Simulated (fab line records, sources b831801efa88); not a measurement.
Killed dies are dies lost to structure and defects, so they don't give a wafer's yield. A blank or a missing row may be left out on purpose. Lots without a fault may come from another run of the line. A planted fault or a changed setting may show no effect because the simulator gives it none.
A struck lot beside a sound one | flow sky130 | 14 steps out of a route of 708
Sound: wafers L604.2, L604.4, L604.5. Struck: wafers L600.1, L600.4, L600.5. The cause comes at the end.
At each step with rows: each side's tool, then ch and its chambers, then its first start. Under that, the readings that differ: sound wafers | struck wafers | difference of the means | sigmas: that difference in standard deviations of wafers without a fault.
alike: readings whose means differ by less than 2 such deviations, and words and numbers that are the same on both sides. not compared: withheld readings, readings that some wafer has no value for, bounds like >300 that may hide the same value, and numbers for which the record gives no deviation and whose values overlap.
The two part at a step that has a row with sigmas, a row that says differs or no value, or rows on one side only. Numbers that don't overlap but have no deviation are shown without sigmas and don't part them. A reading that every wafer of one side lacks parts them only if that side has two wafers or more.

SKY_RES_PROTECT_STRIP_07: strips in O2/N2.
  sound on plasma_asher-03 ch 0, day 21 00:37; struck on plasma_asher-04 ch 0,1, day 19 16:10
  alike: drypump_motor_current_A, oes_product_au, strip_time_to_endpoint_s
  not compared: rf_hours_counter_h
SKY_RES_PROTECT_TW_MEAS_08:
  sound on film_metro-03, day 21 00:43; struck on film_metro-01, day 19 16:16
  alike: POLY_GATE_TW
then, 2 steps without rows for these wafers: SKY_RES_PROTECT_CLEAN_09 (cleans in SC1/SC2, time 150 s); SKY_POLY_GATE_CVD_03 (deposits Si3N4 from DCS/NH3, target thk 75 nm, time 1290 s).
SKY_POLY_GATE_THK_MEAS_04:
  sound on film_metro-03, day 21 02:14; struck on film_metro-03, day 19 17:44
  alike: POLY_GATE_CVD_03_THK
then, 7 steps without rows for these wafers: SKY_POLY_GATE_DEHYDRATE_05 (time 60 s); SKY_POLY_GATE_HMDS_06 (prime time 60 s); SKY_POLY_GATE_COAT_07 (resist thk 110 nm); SKY_POLY_GATE_COAT_08 (resist thk 450 nm); SKY_POLY_GATE_SOFTBAKE_09 (time 90 s); SKY_POLY_GATE_EXPOSE_10 (exposes mask P1M, target cd 150 nm); SKY_POLY_GATE_PEB_11.
SKY_POLY_GATE_DEVELOP_12: develop time 60 s.
  sound on litho_track-02 ch 0, day 22 08:00; struck on litho_track-01, day 20 23:00
  no value came back on the struck wafers for chill_plate_temp_C (C), develop_time_s (s); on the sound wafers chill_plate_temp_C (C) reads 23.03 22.90 23.10
  reading                                          | sound             | struck            | difference | sigmas
  model.KrF-thick_of_POLY_GATE_COAT_08.thk_nm (nm) | 436.5 435.8 437.5 | 450.6 450.1 450.7 | +13.9      |
SKY_POLY_GATE_CD_MEAS_13: target cd 150 nm.
  sound on cd_sem-02, day 22 08:28; struck on cd_sem-02, day 20 23:56
  reading    | sound             | struck | difference                    | sigmas
  cd_nm (nm) | 150.7 149.8 149.7 | - - -  | no value on the struck wafers |

WHERE THEY PART
First at SKY_POLY_GATE_DEVELOP_12; last, within this record, at SKY_POLY_GATE_CD_MEAS_13.

WHY: what the simulator had put in
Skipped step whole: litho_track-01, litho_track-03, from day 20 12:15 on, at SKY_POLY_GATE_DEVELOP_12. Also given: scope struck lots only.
